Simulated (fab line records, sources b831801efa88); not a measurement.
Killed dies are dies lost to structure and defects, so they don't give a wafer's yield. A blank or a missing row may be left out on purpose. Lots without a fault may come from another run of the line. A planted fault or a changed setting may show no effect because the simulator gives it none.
Which tool did it? | flow sky130 | 13 lots, 39 wafers sampled, at 5 steps of a route of 708

WHAT THE GAUGES READ, wafer by wafer
SKY_SONOS_ONO_CD_MEAS_13: target cd 410 nm.
lot  | measured     | on        | cd_nm (nm)
L223 | day 13 07:47 | cd_sem-02 | 410.2 411.2 409.3
L224 | day 13 10:24 | cd_sem-02 | 408.5 408.9 408.8
L225 | day 14 01:44 | cd_sem-02 | 409.7 408.5 408.5
L226 | day 14 09:12 | cd_sem-02 | 408.7 407.6 409.8
L234 | day 17 02:29 | cd_sem-02 | 409.3 411.1 409.8
L235 | day 17 05:52 | cd_sem-02 | 411.5 410.0 411.0
L236 | day 17 17:07 | cd_sem-01 | 409.8 409.4 411.2
L237 | day 18 09:57 | cd_sem-02 | 408.8 408.7 407.5
L238 | day 18 15:29 | cd_sem-02 | 414.3 411.6 412.1
L240 | day 19 05:13 | cd_sem-02 | 413.2 415.2 415.0
L241 | day 19 14:56 | cd_sem-02 | 409.6 408.7 409.9
L242 | day 19 21:20 | cd_sem-01 | 410.8 411.0 408.3
L244 | day 21 03:35 | cd_sem-01 | 412.3 411.4 412.1

SKY_LDD_N_OVL_MEAS_07.
lot  | measured     | on         | LDD_N_OVL (nm)
L223 | day 18 08:35 | overlay-01 | 0.9 0.4 -0.3
L224 | day 18 13:09 | overlay-01 | 1.0 -1.0 0.0
L225 | day 19 11:35 | overlay-02 | 2.5 -0.2 1.9
L226 | day 19 18:11 | overlay-01 | 0.6 0.8 -0.4
L234 | day 22 15:53 | overlay-01 | 1.4 0.0 1.2
L235 | day 22 19:18 | overlay-02 | -1.0 -0.7 -1.8
L236 | day 23 06:38 | overlay-01 | -1.7 -0.1 0.8
L237 | day 24 00:00 | overlay-01 | 0.1 -0.5 0.8
L238 | day 24 04:23 | overlay-01 | 1.9 0.9 0.8
L240 | day 24 16:42 | overlay-02 | 0.0 0.4 0.2
L241 | day 25 00:26 | overlay-02 | -1.6 -1.2 -2.4
L242 | day 25 13:00 | overlay-01 | -1.4 0.6 0.2
L244 | day 26 15:59 | overlay-02 | 0.6 -1.0 0.4

SKY_LDD_LDN_TW_MEAS_13.
lot  | measured     | on            | LDD_LDN_TW
L223 | day 23 14:59 | film_metro-03 | 1482 1479 1480
L224 | day 23 18:26 | film_metro-04 | 1472 1462 1470
L225 | day 24 16:46 | film_metro-03 | 1577 1572 1583
L226 | day 24 23:05 | film_metro-04 | 1570 1561 1569
L234 | day 27 16:53 | film_metro-03 | 1485 1478 1473
L235 | day 27 19:00 | film_metro-03 | 1473 1473 1478
L236 | day 28 06:20 | film_metro-04 | 1478 1478 1478
L237 | day 28 23:22 | film_metro-03 | 1472 1468 1470
L238 | day 29 02:32 | film_metro-04 | 1472 1460 1466
L240 | day 29 14:45 | film_metro-01 | 1479 1487 1481
L241 | day 29 22:13 | film_metro-01 | 1475 1490 1479
L242 | day 30 08:53 | film_metro-03 | 1495 1487 1486
L244 | day 31 12:13 | film_metro-01 | 1467 1475 1471

SKY_SD_P_OVL_MEAS_08.
lot  | measured     | on         | SD_P_OVL (nm)
L223 | day 26 04:15 | overlay-02 | 0.1 0.2 0.6
L224 | day 26 07:04 | overlay-02 | 0.7 1.7 -0.2
L225 | day 27 05:30 | overlay-01 | 2.5 0.3 0.8
L226 | day 27 10:07 | overlay-01 | -1.6 -2.1 -0.5
L234 | day 30 02:36 | overlay-01 | -0.4 1.8 0.5
L235 | day 30 06:01 | overlay-01 | 1.2 2.1 3.1
L236 | day 30 16:10 | overlay-02 | 1.3 0.9 1.7
L237 | day 31 07:49 | overlay-02 | -0.2 -2.6 0.1
L238 | day 31 13:24 | overlay-01 | -0.2 -0.8 -1.2
L240 | day 32 01:58 | overlay-02 | -1.1 -0.8 -1.0
L241 | day 32 07:30 | overlay-01 | 1.1 -0.3 0.5
L242 | day 32 17:16 | overlay-01 | 1.2 2.1 1.7
L244 | day 33 20:57 | overlay-02 | -1.2 -0.7 -1.0

WHICH TOOL RAN EACH LOT (tool, then ch and the chambers of the sampled wafers, then the start)
lot  | SKY_LDD_LDN_IMPLANT_09
L223 | implanter-04 ch 0, day 23 14:26
L224 | implanter-02 ch 0, day 23 17:54
L225 | implanter-02 ch 0, day 24 16:13
L226 | implanter-02 ch 0, day 24 22:32
L234 | implanter-03 ch 0, day 27 16:20
L235 | implanter-03 ch 0, day 27 18:29
L236 | implanter-02 ch 0, day 28 05:49
L237 | implanter-04 ch 0, day 28 22:51
L238 | implanter-03 ch 0, day 29 01:59
L240 | implanter-02 ch 0, day 29 14:14
L241 | implanter-04 ch 0, day 29 21:40
L242 | implanter-03 ch 0, day 30 08:22
L244 | implanter-02 ch 0, day 31 11:40
- SKY_LDD_LDN_IMPLANT_09

WHAT THE TOOLS THEMSELVES READ (means of the sampled wafers that have a number; where no wafer has one, the mark that the record gives instead)
SKY_LDD_LDN_IMPLANT_09.
lot  | tool         | dose_ions_cm2 | faraday_current_uA
L223 | implanter-04 | 1.2484e+13    | 71.4
L224 | implanter-02 | 1.2494e+13    | 70.7
L225 | implanter-02 | 2.4485e+13    | 137.0
L226 | implanter-02 | 2.4477e+13    | 139.8
L234 | implanter-03 | 1.2511e+13    | 71.0
L235 | implanter-03 | 1.2498e+13    | 71.4
L236 | implanter-02 | 1.2507e+13    | 70.9
L237 | implanter-04 | 1.2491e+13    | 70.3
L238 | implanter-03 | 1.2491e+13    | 71.7
L240 | implanter-02 | 1.2504e+13    | 70.8
L241 | implanter-04 | 1.2488e+13    | 70.6
L242 | implanter-03 | 1.2505e+13    | 71.0
L244 | implanter-02 | 1.2503e+13    | 71.3

THE ANSWER, worked out from the rows above alone
Rule: what is usual is taken from the lots themselves. Put in order of their means at a reading, lots are off if they are a third of the lots or fewer, leave a main group of 4 or more, and stand apart from it by a gap of 3 or more times the standard deviation of the main group's means; of several such gaps the widest counts. A main group whose means are all the same, to the digits that the tables above print for the reading, isn't used. A lot without any number at a reading at which 4 lots or more have one is off too. The other lots that the step has rows for count as sound. The gauges are gone through in route order, then the tools' own readings, and for those a lot's mean is taken as printed above. The first step at which some lot is off is used, and at that step the reading that is off furthest; a lot without a number counts as furthest.
Off: L225, L226, at SKY_LDD_LDN_TW_MEAS_13 (LDD_LDN_TW). The main group: mean 1476, standard deviation 6.8.
A tool fits if, at a process step before that reading, it ran every lot that is off, and no sound lot after the first of them. The gauges at SKY_LDD_LDN_TW_MEAS_13 aren't tried: what is off there is off at SKY_LDD_LDN_IMPLANT_09 too, on other tools, and a gauge's error can't cause that. None of those tried fits.

WHAT THE SIMULATOR HAD PUT IN
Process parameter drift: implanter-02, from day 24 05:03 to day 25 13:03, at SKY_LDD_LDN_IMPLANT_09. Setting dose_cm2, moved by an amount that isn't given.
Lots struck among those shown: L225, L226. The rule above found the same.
